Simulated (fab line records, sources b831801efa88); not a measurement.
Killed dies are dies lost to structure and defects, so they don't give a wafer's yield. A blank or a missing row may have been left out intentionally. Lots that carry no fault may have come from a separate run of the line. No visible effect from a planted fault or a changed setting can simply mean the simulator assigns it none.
Problem report in the 8D (eight disciplines) form, filled by code :: flow gf180mcu :: the parts of the form that need people (team, actions taken, sign-off) are left out

1. WHAT IS WRONG
GF_STI_CD_MEAS_12, cd-nm: mean 211.4 nm over 1 wafer from 1 lot; wafers with no fault: 219.9 nm, standard deviation 1.1. Measured from the usual mean, that is -7.7 standard deviations.
The step: target cd 220 nm.
Seen first at day 6 08:37 on cd-sem-01, wafer L355.4. The record holds 39 wafers of 13 lots with a number at this step. Rule for "out", or "out of limits": more than 4 standard deviations from the usual mean. The rest of the wafers with a number are treated as sound.

2. WHAT IT IS, AND WHAT IT ISN'T
question: which readings at this step
is: cd-nm
is not: -

question: which lots
is: L355
is not: L336, L337, L338, L339, L340, L342, L344, L345, L346, L347, L348, L357

question: which wafers of those lots
is: L355.4
is not: L355.5, L355.6

question: read on which gauges
is: cd-sem-01
is not: cd-sem-02

question: when
is: from day 6 08:37
is not: up to then (35 sound wafers); but 3 sound wafers of L357 came after

3. SUSPECTS, AND WHAT RULES EACH OUT
Counting: a tool at a process step up to the reading stays a suspect if it ran every lot that is out. Sound lots after the first of them don't rule it out here, since some wafers of a struck lot are sound.
- the gauge at GF_STI_CD_MEAS_12: kept. All the wafers that are out were read on cd-sem-01, and no step on other tools shows them out.
- krf-scanner-02 at GF_STI_EXPOSE_09 (exposes mask COMP, target cd 220 nm): kept. The lot that is out, L355, ran on it at day 6 01:51; the last sound lot it ran before that was L348, at day 4 14:14.
What counting leaves: krf-scanner-02 at GF_STI_EXPOSE_09 and cd-sem-01 at GF_STI_CD_MEAS_12.

4. THE CAUSE (what the simulator had put in)
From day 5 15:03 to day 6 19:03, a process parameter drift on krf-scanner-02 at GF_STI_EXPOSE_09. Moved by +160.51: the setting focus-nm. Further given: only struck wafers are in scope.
Counting left 2 suspects, and this tool is among them.

5. SEQUENCE OF EFFECTS, ordered by route
Each row: a reading where the mean over the struck wafers with a number is more than 3 standard deviations away from the usual. Only readings whose record carries a usual standard deviation are examined. hours: median over the lots of the time between each lot's start at the first step of this table that gives one and its start at this step. sigmas: the change, counted in usual standard deviations.
hours: 0
step: GF_STI_CD_MEAS_12
reading: cd-nm
usual: 219.9 nm
on struck wafers: 211.4
change: -8.5
sigmas: -7.7
Later measuring or inspecting steps at which every struck wafer that the step has a row for has a number for every such reading, and none has moved that far: GF_STI_THK_MEAS_22, GF_VT_IMPLANT_RS_MEAS_48.

6. HOW IT WOULD HAVE BEEN CAUGHT EARLIER
The first out-of-limits reading at a measuring or inspecting step in this record came at day 6 08:37, 18 hours after the fault's start at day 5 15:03.
Tool readings at GF_STI_EXPOSE_09 with a usual standard deviation given in the record: none out on any struck wafer, hence no alarm at a limit of 4 standard deviations on them.
The start of GF_STI_EXPOSE_09 on krf-scanner-02 came by day 6 08:37 for every one of the lots that are out (1). Holding the tool at that point would not have protected any of them.
